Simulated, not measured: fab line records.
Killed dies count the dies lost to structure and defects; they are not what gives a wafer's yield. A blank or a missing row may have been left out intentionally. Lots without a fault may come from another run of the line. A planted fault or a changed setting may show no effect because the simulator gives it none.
Problem report in the 8D (eight disciplines) form, filled by code || flow sky130 || the parts of the form that need people (team, actions taken, sign-off) are left out

== 1. THE ISSUE ==
run length s at SKY_CAP2M_METAL_ETCH_13 reads a mean of 86.5 s on 4 wafers of 2 lots; wafers without a fault read 90.9 s with a standard deviation of 0.41. That is -11 standard deviations from the usual mean.
The step: etches TiN in Cl2/BCl3, stops on SiO2, target depth 220 nm, time 62.9 s.
First seen on wafer L214.4, day 44 14:50, on rie metal-04. Wafers with a number at this step in the record: 18, from 6 lots. Rule for "out" (also "out of limits"): further than 4 standard deviations from the usual mean. All remaining wafers that have a number are taken as sound.

== 2. WHAT THIS IS AND IS NOT ==
{"question": "which readings at this step", "is": "run length s, oes product au", "is not": "mfc cl2 sccm"}
{"question": "which lots", "is": "L214, L215", "is not": "L208, L210, L223, L227"}
{"question": "which wafers of those lots", "is": "L214.4, L214.6, L215.2, L215.3", "is not": "L214.3, L215.6"}
{"question": "read on which tools", "is": "rie metal-04", "is not": "rie metal-01, rie metal-02"}
{"question": "when", "is": "from day 44 14:50", "is not": "up to then (7 sound wafers); but 7 sound wafers of L215, L223, L227 came after"}

== 3. SUSPECTS, AND WHAT RULES EACH OUT ==
Counting: any tool at a process step up to the reading remains a suspect provided it ran every lot that is out. Sound lots after the first of them don't rule it out here, since some wafers of a struck lot are sound.
- pvd sputter-01 at SKY_CAP2M_SPUTTER_02 (material TiN, target thk 200 nm, time 166.7 s): kept. It ran every lot that is out, first L214 (day 43 16:59).
- rie metal-04 at SKY_CAP2M_METAL_ETCH_13 (etches TiN in Cl2/BCl3, stops on SiO2, target depth 220 nm, time 62.9 s): kept. It processed each lot that is out (first: L214, day 44 14:50); up to then, its last sound lot is L208 (day 41 23:39). Its own readings are out on those wafers: oes product au, run length s.
- Within rie metal-04 at SKY_CAP2M_METAL_ETCH_13: the wafers that are out ran in chamber 1; their sound lot-mates ran in chamber 0.
After counting, pvd sputter-01 at SKY_CAP2M_SPUTTER_02 and rie metal-04 at SKY_CAP2M_METAL_ETCH_13 remain.

== 4. THE CAUSE (what the simulator had put in) ==
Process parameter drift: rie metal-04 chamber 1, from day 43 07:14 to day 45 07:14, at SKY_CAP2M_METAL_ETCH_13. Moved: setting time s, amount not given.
Counting leaves 2 suspects; this tool is one of them.

== 5. SEQUENCE OF EFFECTS, ordered by route ==
Rows list readings where the struck wafers' mean (over those with a number) sits beyond 3 standard deviations from the usual. Scope: only readings with a usual standard deviation given in the record; hours: median across lots of the time from each lot's start at the first step in this table that gives one to its start at this step; sigmas: change in usual standard deviations.
{"hours": 0, "step": "SKY_CAP2M_METAL_ETCH_13", "reading": "oes product au", "usual": "0.941 a.u.", "on struck wafers": 1.000, "change": "+0.059", "sigmas": "+7.5"}
{"hours": 0, "step": "SKY_CAP2M_METAL_ETCH_13", "reading": "run length s", "usual": "90.9 s", "on struck wafers": 86.5, "change": -4.4, "sigmas": -11}
The process steps in it:
- SKY_CAP2M_METAL_ETCH_13: etches TiN in Cl2/BCl3, stops on SiO2, target depth 220 nm, time 62.9 s.

== 6. WHAT WOULD HAVE CAUGHT IT SOONER ==
In this record no reading fell out of limits until day 44 14:50, 32 hours after the fault had begun at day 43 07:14.
